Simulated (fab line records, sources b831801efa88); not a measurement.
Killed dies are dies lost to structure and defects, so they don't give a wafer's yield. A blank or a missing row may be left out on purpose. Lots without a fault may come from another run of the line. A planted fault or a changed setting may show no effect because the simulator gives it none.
One fault seen from 2 desks | flow sfq_line | each desk has only its own numbers; what lay behind them comes last

THE METROLOGY DESK
What the gauges read, lot by lot, whatever tool the lot ran on: means of the sampled wafers that have a number. A lot is out of limits, marked OUT, if its mean lies more than 4 standard deviations from the usual mean; the brackets give that distance.
Columns: A = M4_NB_RS at SFQ_M4_RS_MEAS_924, usual 0.891 ohm/sq
lot  | first seen here | A
L813 | day 49 18:24    | 0.889
L814 | day 50 03:58    | 0.885
L815 | day 50 11:22    | 0.889
L816 | day 50 14:46    | 0.910
L818 | day 50 23:11    | 0.898
L819 | day 51 05:12    | 0.881
L820 | day 52 15:59    | 0.892
L821 | day 52 21:58    | 0.891
L822 | day 53 15:58    | 0.890
L823 | day 54 02:53    | 0.882
L829 | day 56 08:17    | 0.890
L833 | day 57 07:08    | 0.887
L834 | day 57 08:17    | 0.878
L835 | day 57 09:29    | 0.900
This desk's finding: nothing out of limits on any of the 14 lots.

THE TOOL OWNER'S DESK: rie_metal-04
The tool's own readings at SFQ_TRILAYER_M3_ETCH_METAL_ETCH_078 (etches Nb in Cl2/Ar, stops on SiO2, target depth 240 nm, time 120 s): means of the sampled wafers that have a number, for each lot that ran on this tool. A lot is out of limits, marked OUT, if its mean lies more than 4 standard deviations from the usual mean; the brackets give that distance.
Columns: A = chamber_pressure_mTorr at SFQ_TRILAYER_M3_ETCH_METAL_ETCH_078, usual 10.001 mTorr; B = drypump_motor_current_A at SFQ_TRILAYER_M3_ETCH_METAL_ETCH_078, usual 5.59 A; C = oes_product_au at SFQ_TRILAYER_M3_ETCH_METAL_ETCH_078, usual 0.896 a.u.; D = rf_fwd_power_W at SFQ_TRILAYER_M3_ETCH_METAL_ETCH_078, usual 597.0 W
lot  | first seen here | A      | B    | C     | D
L814 | day 44 17:18    | 10.003 | 5.28 | 0.896 | 598.6
L816 | day 45 05:22    | 10.009 | 5.33 | 0.898 | 595.4
L818 | day 46 02:11    | 10.004 | 5.34 | 0.896 | 597.3
L819 | day 46 14:14    | 10.000 | 5.22 | 0.895 | 595.8
L820 | day 48 01:18    | 10.002 | 5.27 | 0.890 | 595.0
L822 | day 48 09:42    | 10.002 | 5.27 | 0.893 | 596.9
L829 | day 50 04:10    | 10.002 | 5.16 | 0.902 | 690.8 (+45) OUT
L833 | day 51 05:25    | 10.008 | 5.28 | 0.895 | 628.3 (+15) OUT
This desk's finding: out of limits on L829, L833; first on L829, day 50 04:10 (rf_fwd_power_W at SFQ_TRILAYER_M3_ETCH_METAL_ETCH_078). In limits: L814, L816, L818, L819, L820, L822.

PUT TOGETHER
The tool owner's desk could have raised an alarm at day 50 04:10, on L829, L833.
The metrology desk saw nothing out of limits.
The metrology desk has L829, L833 on record, within its limits.
Of the lots named, all ran SFQ_TRILAYER_M3_ETCH_METAL_ETCH_078 on rie_metal-04.

WHAT THE SIMULATOR HAD PUT IN
Process parameter drift: rie_metal-04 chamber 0, from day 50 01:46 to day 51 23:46, at SFQ_TRILAYER_M3_ETCH_METAL_ETCH_078. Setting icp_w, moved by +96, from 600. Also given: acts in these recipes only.
Lots struck among those shown: L829, L833.
Hours from the fault's start to each desk's first reading out of limits: the tool owner's desk, 2.
